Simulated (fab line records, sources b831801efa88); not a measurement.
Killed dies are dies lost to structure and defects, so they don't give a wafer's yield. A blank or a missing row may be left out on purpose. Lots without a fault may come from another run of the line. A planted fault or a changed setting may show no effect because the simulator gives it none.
A struck lot beside a sound one | flow sky130 | 17 steps out of a route of 708
Sound: wafers L391.3, L391.4, L391.5. Struck: wafers L399.1, L399.3. (L399.2 of the same lot was not struck and is left out.) The cause comes at the end.
At each step with rows: each side's tool, then ch and its chambers, then its first start. Under that, the readings that differ: sound wafers | struck wafers | difference of the means | sigmas: that difference in standard deviations of wafers without a fault.
alike: readings whose means differ by less than 2 such deviations, and words and numbers that are the same on both sides. not compared: withheld readings, readings that some wafer has no value for, bounds like >300 that may hide the same value, and numbers for which the record gives no deviation and whose values overlap.
The two part at a step that has a row with sigmas, a row that says differs or no value, or rows on one side only. Numbers that don't overlap but have no deviation are shown without sigmas and don't part them. A reading that every wafer of one side lacks parts them only if that side has two wafers or more.

SKY_FIELD_ISO_THK_MEAS_02:
  sound on film_metro-04, day 2 19:13; struck on film_metro-02, day 4 08:17
  alike: FIELD_ISO_OXIDATION_00_THK
then, 1 step without rows for these wafers: SKY_FIELD_ISO_CVD_03 (deposits Si3N4 from DCS/NH3, target thk 165 nm, time 2830 s).
SKY_FIELD_ISO_THK_MEAS_04:
  sound on film_metro-02, day 2 21:04; struck on film_metro-02, day 4 10:08
  alike: FIELD_ISO_CVD_03_THK
then, 8 steps without rows for these wafers: SKY_FIELD_ISO_DEHYDRATE_05 (time 60 s); SKY_FIELD_ISO_HMDS_06 (prime time 60 s); SKY_FIELD_ISO_COAT_07 (resist thk 60 nm); SKY_FIELD_ISO_COAT_08 (resist thk 450 nm); SKY_FIELD_ISO_SOFTBAKE_09 (time 90 s); SKY_FIELD_ISO_EXPOSE_10 (exposes mask FOM, target cd 150 nm); SKY_FIELD_ISO_PEB_11; SKY_FIELD_ISO_DEVELOP_12 (develop time 60 s).
SKY_FIELD_ISO_CD_MEAS_13: target cd 150 nm.
  sound on cd_sem-01, day 3 11:45; struck on cd_sem-01, day 5 04:11
  alike: cd_nm
SKY_FIELD_ISO_ETCH_14: etches BARC in N2/H2, stops on SiO2, time 45.9 s, target depth 60 nm.
  sound on rie_diel-04 ch 0,2, day 3 11:50; struck on rie_diel-04 ch 0,1, day 5 04:19
  reading                                          | sound             | struck      | difference | sigmas
  oes_product_au (a.u.)                            | 0.856 0.846 0.846 | 0.787 0.782 | -0.065     | -14
  model.KrF-thick_of_FIELD_ISO_COAT_08.thk_nm (nm) | 394.3 393.8 394.7 | 406.4 406.1 | +12.0      |
  model.etch.depth_nm (nm)                         | 60.08 59.96 60.11 | 51.05 50.97 | -9.04      |
  alike: chamber_pressure_mTorr, drypump_motor_current_A, h2_flow_sccm, throttle_valve_pct
  not compared: rf_hours_counter_h, model.FIELD_ISO.cd_nm
SKY_FIELD_ISO_ETCH_15: etches the open film in CHF3/O2, stops on Si, target depth 180 nm, time 72 s.
  sound on rie_diel-04 ch 0,2, day 3 11:53; struck on rie_diel-04 ch 0,1, day 5 04:22
  reading                                          | sound             | struck      | difference | sigmas
  oes_product_au (a.u.)                            | 0.959 0.948 0.952 | 0.577 0.566 | -0.382     | -56
  throttle_valve_pct (%)                           | 8.844 8.849 8.852 | 8.735 8.715 | -0.123     | -13
  model.KrF-thick_of_FIELD_ISO_COAT_08.thk_nm (nm) | 241.9 240.2 242.2 | 251.5 250.3 | +9.5       |
  alike: O2_flow_sccm, chamber_pressure_mTorr, drypump_motor_current_A
  not compared: rf_hours_counter_h
SKY_FIELD_ISO_STRIP_16: strips in O2/N2.
  sound on plasma_asher-01 ch 0,1, day 3 11:58; struck on plasma_asher-02 ch 0,1, day 5 04:25
  reading                      | sound             | struck      | difference | sigmas
  oes_product_au (a.u.)        | 0.375 0.378 0.382 | 0.389 0.392 | +0.012     | +2
  strip_time_to_endpoint_s (s) | 3.59 3.58 3.62    | 3.72 3.67   | +0.10      | +3
  alike: chamber_pressure_mTorr, drypump_motor_current_A
  not compared: rf_hours_counter_h
SKY_FIELD_ISO_ETCH_17: etches Si in HBr/Cl2/O2, target depth 342 nm, time 97.7 s.
  sound on rie_si-02 ch 2,3, day 3 12:02; struck on rie_si-02 ch 0,1, day 5 04:31
  alike: O2_flow_sccm, chamber_pressure_mTorr, drypump_motor_current_A, oes_product_au, throttle_valve_pct
  not compared: rf_hours_counter_h
-- the record jumps here: 44 days lie between the struck wafers' starts before and after (it left off in module FIELD_ISO and takes up again in module PAD_OPEN, whose first step shown is number 708 of the route) --
SKY_PAD_OPEN_PROBE_99:
  sound on prober-02, day 47 10:35; struck on prober-01, day 49 07:37
  reading             | sound    | struck                                            | difference                   | sigmas
  hold                | - - -    | await_dispo/2.5h/release await_dispo/2.5h/release | no value on the sound wafers |
  killed_at_front_end | 10 16 17 | 286 286                                           | +272                         | +60
  killed_at_other     | 0 2 2    | 0 0                                               | -1                           | -2
  killed_dies         | 83 84 88 | 353 359                                           | +271                         | +29
  killed_on_rim       | 20 15 13 | 83 95                                             | +73                          | +17
  alike: killed_at_M0_to_M3, killed_at_M4_up, killed_at_contacts, killed_open, killed_short

WHERE THEY PART
First at SKY_FIELD_ISO_ETCH_14; last, within this record, at SKY_PAD_OPEN_PROBE_99.

WHY: what the simulator had put in
Process parameter drift: rie_diel-04, from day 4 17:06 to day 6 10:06, at SKY_FIELD_ISO_ETCH_14. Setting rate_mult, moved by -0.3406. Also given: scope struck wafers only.
